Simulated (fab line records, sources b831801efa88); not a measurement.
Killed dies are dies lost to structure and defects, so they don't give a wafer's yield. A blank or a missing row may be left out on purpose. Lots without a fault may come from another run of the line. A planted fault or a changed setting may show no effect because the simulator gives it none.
One fault seen from 2 desks | flow sky130 | each desk has only its own numbers; what lay behind them comes last

THE METROLOGY DESK
What the gauges read, lot by lot, whatever tool the lot ran on: means of the sampled wafers that have a number. A lot is out of limits, marked OUT, if its mean lies more than 4 standard deviations from the usual mean; the brackets give that distance.
Columns: A = CAP2M_CVD_00_THK at SKY_CAP2M_THK_MEAS_01, usual 15.57 nm; B = CAP2M_OVL at SKY_CAP2M_OVL_MEAS_12, usual -1.2 nm
lot  | first seen here | A     | B
L851 | day 39 08:08    | 15.46 | -0.4
L852 | day 40 03:34    | 15.52 | -1.1
L854 | day 40 08:31    | 15.47 | -0.5
L855 | day 40 14:38    | 15.26 | -0.6
L856 | day 41 04:37    | 15.34 | -1.4
L857 | day 41 15:35    | 15.56 | -1.1
L858 | day 41 23:07    | 15.66 | -2.1
L859 | day 42 07:34    | 15.51 | -0.0
L860 | day 42 16:26    | 15.43 | -3.8
L864 | day 43 14:32    | 15.17 | -2.2
L866 | day 43 21:20    | 15.67 | -0.7
L871 | day 45 07:35    | 15.44 | -2.2
This desk's finding: nothing out of limits on any of the 12 lots.

THE TOOL OWNER'S DESK: rie_metal-03
The tool's own readings at SKY_CAP2M_METAL_ETCH_13 (etches TiN in Cl2/BCl3, stops on SiO2, target depth 220 nm, time 62.9 s): means of the sampled wafers that have a number, for each lot that ran on this tool. A lot is out of limits, marked OUT, if its mean lies more than 4 standard deviations from the usual mean; the brackets give that distance.
Columns: A = bias_w at SKY_CAP2M_METAL_ETCH_13, usual 48.50 W; B = drypump_motor_current_A at SKY_CAP2M_METAL_ETCH_13, usual 5.7 A; C = oes_product_au at SKY_CAP2M_METAL_ETCH_13, usual 0.942 a.u.; D = throttle_valve_pct at SKY_CAP2M_METAL_ETCH_13, usual 21.900 %
lot  | first seen here | A               | B   | C     | D
L852 | day 41 04:35    | 48.53           | 5.9 | 0.932 | 21.908
L855 | day 41 14:37    | 48.41           | 5.5 | 0.945 | 21.902
L858 | day 42 22:34    | 48.37           | 5.5 | 0.943 | 21.894
L859 | day 43 06:53    | 48.49           | 5.7 | 0.937 | 21.897
L864 | day 44 12:59    | 50.12 (+12) OUT | 5.5 | 0.934 | 21.903
L866 | day 44 19:23    | 50.15 (+12) OUT | 5.7 | 0.940 | 21.899
This desk's finding: out of limits on L864, L866; first on L864, day 44 12:59 (bias_w at SKY_CAP2M_METAL_ETCH_13). In limits: L852, L855, L858, L859.

PUT TOGETHER
The tool owner's desk could have raised an alarm at day 44 12:59, on L864, L866.
The metrology desk saw nothing out of limits.
The metrology desk has L864, L866 on record, within its limits.
Of the lots named, all ran SKY_CAP2M_METAL_ETCH_13 on rie_metal-03.

WHAT THE SIMULATOR HAD PUT IN
Process parameter drift: rie_metal-03, from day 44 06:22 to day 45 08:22, at SKY_CAP2M_METAL_ETCH_13. Setting bias_w, moved by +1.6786, from 48.5. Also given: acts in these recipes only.
Lots struck among those shown: L864, L866.
Hours from the fault's start to each desk's first reading out of limits: the tool owner's desk, 7.
